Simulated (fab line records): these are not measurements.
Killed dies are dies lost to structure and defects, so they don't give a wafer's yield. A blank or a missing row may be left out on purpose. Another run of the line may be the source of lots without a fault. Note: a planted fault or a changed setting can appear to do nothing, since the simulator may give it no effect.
fab line records	flow sky130	part 2 of 2: steps 24 to 32 of 32
[record] lots = 5	wafers = 15	last_day = 50
route steps=708 shown POLY_GATE@221 LDD_N@237
lots that met no fault: from a run of the same line without faults
start_h: the number of hours between the record's first day and the start of the first shown wafer of the lot	wait_h: hours since the lot's step before	" the same as in the row above	L1.1+2: a row that stands for several wafers	- no value, or no start was given	* or withheld: withheld	< > ~ a bound
route shown NAME@n: NAME is a module with steps in the file, n the number in the route of the first one	usual: average and standard deviation across the fault-free wafers	same: alike in all rows	chamber/n: place in a boat	sites: each site's reading	_std_site: the values' standard deviation	_edge_site: outer sites' mean less inner sites'	radius_mm: for every site, how far away it sits from the centre of the wafer	mask NAME#n: copy n	behind: the most recent tool/chamber to have shaped the wafer	hold: the reason the lot was held/the length of the hold in hours/how it ended	device: transistor that didn't switch, given as n, p or np	end of line: at the end of the route, the tests of the same wafers	for a step that has no rows: nothing shown but its recipe	killed: the dies lost at the first sort to structure and to defects; this is not the yield of the wafer	map: dies across one wafer; x = killed, . = not, _ = none there
set.NAME: the setting that was run; set.NAME@STEP: the one run at that earlier step	model.NAME: the simulator's own value behind a step, which no gauge read
certain route steps with their lots: each step a table, each wafer a row
services: the hour from which a tool's chamber was out of use, counted from the record's first day as start_h (under 0 if before that day), plus the number of hours and why
[[steps]]
[step SKY_LDD_N_OVL_MEAS_07]
[usual] LDD_N_OVL = 0.0/1.3
lot.wafer	tool	chamber	start_h	wait_h	LDD_N_OVL[nm]
L078.2	overlay-02	-	437.36	0.1	0.1
L078.3	"	-	"	"	0.3
L078.4	"	-	"	"	0.2
L084.3	overlay-01	-	520.72	0.1	-1.0
L084.4	"	-	"	"	-0.7
L084.6	"	-	"	"	-2.0
L086.1	overlay-01	-	527.53	0.1	0.7
L086.3	"	-	"	"	2.5
L086.4	"	-	"	"	-0.8
L095.1	overlay-01	-	584.71	0.1	0.1
L095.2	"	-	"	"	-1.9
L095.6	"	-	"	"	-1.3
L097.2	overlay-01	-	619.46	0.1	-0.7
L097.5	"	-	"	"	1.7
L097.6	"	-	"	"	0.4
[step SKY_LDD_N_IMPLANT_08]
[recipe] species = As	energy_kev = 20	dose_cm2 = 7.5e+13	tilt_deg = withheld	rotation_deg = 23
[usual] dose_ions_cm2 = 7.498e+13/8.5e+10
lot.wafer	tool	chamber	start_h	wait_h	dose_ions_cm2
L078.2	implanter-02	0	437.42	0.0	7.492e+13
L078.3	"	0	"	"	7.484e+13
L078.4	"	0	"	"	7.483e+13
L084.3	implanter-03	0	520.79	0.1	7.495e+13
L084.4	"	0	"	"	7.501e+13
L084.6	"	0	"	"	7.492e+13
L086.1	implanter-01	0	527.57	0.0	7.491e+13
L086.3	"	0	"	"	7.504e+13
L086.4	"	0	"	"	7.498e+13
L095.1	implanter-01	0	584.74	0.0	7.515e+13
L095.2	"	0	"	"	7.517e+13
L095.6	"	0	"	"	7.502e+13
L097.2	implanter-03	0	619.52	0.0	7.485e+13
L097.5	"	0	"	"	7.485e+13
L097.6	"	0	"	"	7.482e+13
[step SKY_LDD_N_IMPLANT_09]
[recipe] species = As	energy_kev = 20	dose_cm2 = 7.5e+13	tilt_deg = withheld	rotation_deg = 113
[usual] dose_ions_cm2 = 7.498e+13/7.9e+10
lot.wafer	tool	chamber	start_h	wait_h	dose_ions_cm2
L078.2	implanter-02	0	437.57	0.1	7.512e+13
L078.3	"	0	"	"	7.497e+13
L078.4	"	0	"	"	7.5e+13
L084.3	implanter-03	0	520.94	0.1	7.496e+13
L084.4	"	0	"	"	7.506e+13
L084.6	"	0	"	"	7.484e+13
L086.1	implanter-01	0	527.72	0.1	7.496e+13
L086.3	"	0	"	"	7.499e+13
L086.4	"	0	"	"	7.507e+13
L095.1	implanter-01	0	584.89	0.1	7.494e+13
L095.2	"	0	"	"	7.493e+13
L095.6	"	0	"	"	7.511e+13
L097.2	implanter-03	0	619.67	0.1	7.495e+13
L097.5	"	0	"	"	7.5e+13
L097.6	"	0	"	"	7.5e+13
[step SKY_LDD_N_IMPLANT_10]
[recipe] species = As	energy_kev = 20	dose_cm2 = 7.5e+13	tilt_deg = withheld	rotation_deg = 203
[usual] dose_ions_cm2 = 7.501e+13/7.4e+10
lot.wafer	tool	chamber	start_h	wait_h	dose_ions_cm2
L078.2	implanter-02	0	437.72	0.1	7.49e+13
L078.3	"	0	"	"	7.495e+13
L078.4	"	0	"	"	7.496e+13
L084.3	implanter-03	0	521.09	0.1	7.496e+13
L084.4	"	0	"	"	7.5e+13
L084.6	"	0	"	"	7.503e+13
L086.1	implanter-01	0	527.87	0.1	7.499e+13
L086.3	"	0	"	"	7.49e+13
L086.4	"	0	"	"	7.495e+13
L095.1	implanter-01	0	585.04	0.1	7.499e+13
L095.2	"	0	"	"	7.506e+13
L095.6	"	0	"	"	7.499e+13
L097.2	implanter-03	0	619.82	0.1	7.493e+13
L097.5	"	0	"	"	7.508e+13
L097.6	"	0	"	"	7.496e+13
[step SKY_LDD_N_IMPLANT_11]
[recipe] species = As	energy_kev = 20	dose_cm2 = 7.5e+13	tilt_deg = withheld	rotation_deg = 293
[usual] dose_ions_cm2 = 7.5e+13/9.2e+10
lot.wafer	tool	chamber	start_h	wait_h	dose_ions_cm2
L078.2	implanter-02	0	437.87	0.1	7.503e+13
L078.3	"	0	"	"	7.517e+13
L078.4	"	0	"	"	7.494e+13
L084.3	implanter-03	0	521.24	0.1	7.504e+13
L084.4	"	0	"	"	7.492e+13
L084.6	"	0	"	"	7.499e+13
L086.1	implanter-01	0	528.02	0.1	7.509e+13
L086.3	"	0	"	"	7.506e+13
L086.4	"	0	"	"	7.495e+13
L095.1	implanter-01	0	585.19	0.1	7.488e+13
L095.2	"	0	"	"	7.492e+13
L095.6	"	0	"	"	7.494e+13
L097.2	implanter-03	0	619.97	0.1	7.501e+13
L097.5	"	0	"	"	7.496e+13
L097.6	"	0	"	"	7.487e+13
[step SKY_LDD_N_IMPLANT_12]
[recipe] species = BF2	energy_kev = 50	dose_cm2 = 5e+12	tilt_deg = 30	rotation_deg = 0
[usual] dose_ions_cm2 = 5e+12/4.9e+09
lot.wafer	tool	chamber	start_h	wait_h	dose_ions_cm2
L078.2	implanter-02	0	438.02	0.1	5.011e+12
L078.3	"	0	"	"	5.003e+12
L078.4	"	0	"	"	5.006e+12
L084.3	implanter-03	0	521.39	0.1	4.999e+12
L084.4	"	0	"	"	5.003e+12
L084.6	"	0	"	"	4.995e+12
L086.1	implanter-01	0	528.17	0.1	5.004e+12
L086.3	"	0	"	"	5.006e+12
L086.4	"	0	"	"	4.998e+12
L095.1	implanter-01	0	585.34	0.1	4.999e+12
L095.2	"	0	"	"	5.007e+12
L095.6	"	0	"	"	4.995e+12
L097.2	implanter-03	0	620.12	0.1	5.006e+12
L097.5	"	0	"	"	5.002e+12
L097.6	"	0	"	"	5.001e+12
[step SKY_LDD_N_IMPLANT_13]
[recipe] species = BF2	energy_kev = 50	dose_cm2 = 5e+12	tilt_deg = 30	rotation_deg = 90
[usual] dose_ions_cm2 = 5e+12/5.2e+09
lot.wafer	tool	chamber	start_h	wait_h	dose_ions_cm2
L078.2	implanter-02	0	438.17	0.1	5e+12
L078.3	"	0	"	"	4.999e+12
L078.4	"	0	"	"	4.996e+12
L084.3	implanter-03	0	521.54	0.1	5.002e+12
L084.4	"	0	"	"	5.002e+12
L084.6	"	0	"	"	4.996e+12
L086.1	implanter-01	0	528.32	0.1	4.991e+12
L086.3	"	0	"	"	5.002e+12
L086.4	"	0	"	"	5.012e+12
L095.1	implanter-01	0	585.49	0.1	5.006e+12
L095.2	"	0	"	"	5e+12
L095.6	"	0	"	"	5.012e+12
L097.2	implanter-03	0	620.27	0.1	5.008e+12
L097.5	"	0	"	"	5.002e+12
L097.6	"	0	"	"	5.01e+12
[step SKY_LDD_N_IMPLANT_14]
[recipe] species = BF2	energy_kev = 50	dose_cm2 = 5e+12	tilt_deg = 30	rotation_deg = 180
[usual] dose_ions_cm2 = 5.001e+12/6.1e+09
lot.wafer	tool	chamber	start_h	wait_h	dose_ions_cm2
L078.2	implanter-02	0	438.32	0.1	4.995e+12
L078.3	"	0	"	"	4.999e+12
L078.4	"	0	"	"	4.994e+12
L084.3	implanter-03	0	521.69	0.1	5.004e+12
L084.4	"	0	"	"	4.993e+12
L084.6	"	0	"	"	4.997e+12
L086.1	implanter-01	0	528.47	0.1	5.001e+12
L086.3	"	0	"	"	5.002e+12
L086.4	"	0	"	"	4.995e+12
L095.1	implanter-01	0	585.64	0.1	5.007e+12
L095.2	"	0	"	"	5.007e+12
L095.6	"	0	"	"	5.009e+12
L097.2	implanter-03	0	620.42	0.1	5.003e+12
L097.5	"	0	"	"	4.992e+12
L097.6	"	0	"	"	4.995e+12
[step SKY_LDD_N_IMPLANT_15]
[recipe] species = BF2	energy_kev = 50	dose_cm2 = 5e+12	tilt_deg = 30	rotation_deg = 270
[usual] dose_ions_cm2 = 5.001e+12/4.9e+09
lot.wafer	tool	chamber	start_h	wait_h	dose_ions_cm2
L078.2	implanter-02	0	438.47	0.1	4.996e+12
L078.3	"	0	"	"	5e+12
L078.4	"	0	"	"	5e+12
L084.3	implanter-03	0	521.84	0.1	5.002e+12
L084.4	"	0	"	"	5.004e+12
L084.6	"	0	"	"	5.005e+12
L086.1	implanter-01	0	528.62	0.1	4.991e+12
L086.3	"	0	"	"	5.001e+12
L086.4	"	0	"	"	4.989e+12
L095.1	implanter-01	0	585.79	0.1	4.999e+12
L095.2	"	0	"	"	4.995e+12
L095.6	"	0	"	"	5.006e+12
L097.2	implanter-03	0	620.57	0.1	5.006e+12
L097.5	"	0	"	"	5e+12
L097.6	"	0	"	"	4.998e+12
[[services]]
tool	chamber	start_h	hours	kind
implanter-02	-	376.30	1.7	repair
krf_scanner-02	-	381.18	1.3	pm
plasma_asher-03	-	381.68	2.9	repair
krf_scanner-02	-	382.58	0.8	pm
implanter-01	-	387.67	1.9	repair
rie_diel-01	-	392.88	0.9	repair
rie_diel-01	0	393.60	6.6	repair
implanter-01	-	395.02	3.2	repair
implanter-02	-	397.41	2.3	repair
rie_diel-01	0	431.86	1.2	repair
rie_si-02	-	434.63	2.8	pm
rie_diel-01	3	439.76	9.4	repair
implanter-03	-	440.16	0.8	repair
rie_si-02	2	451.72	1.8	repair
rie_diel-01	-	470.90	0.7	repair
plasma_asher-03	-	474.02	2.8	pm
rie_diel-01	2	499.00	3.1	repair
implanter-03	-	532.96	0.7	repair
implanter-03	-	542.31	2.6	repair
rie_si-02	0	588.88	15.2	repair
rie_diel-01	3	589.79	15.5	repair
rie_si-02	-	603.54	12.2	repair
rie_diel-01	1	606.37	4.0	repair
implanter-01	-	617.27	1.0	repair
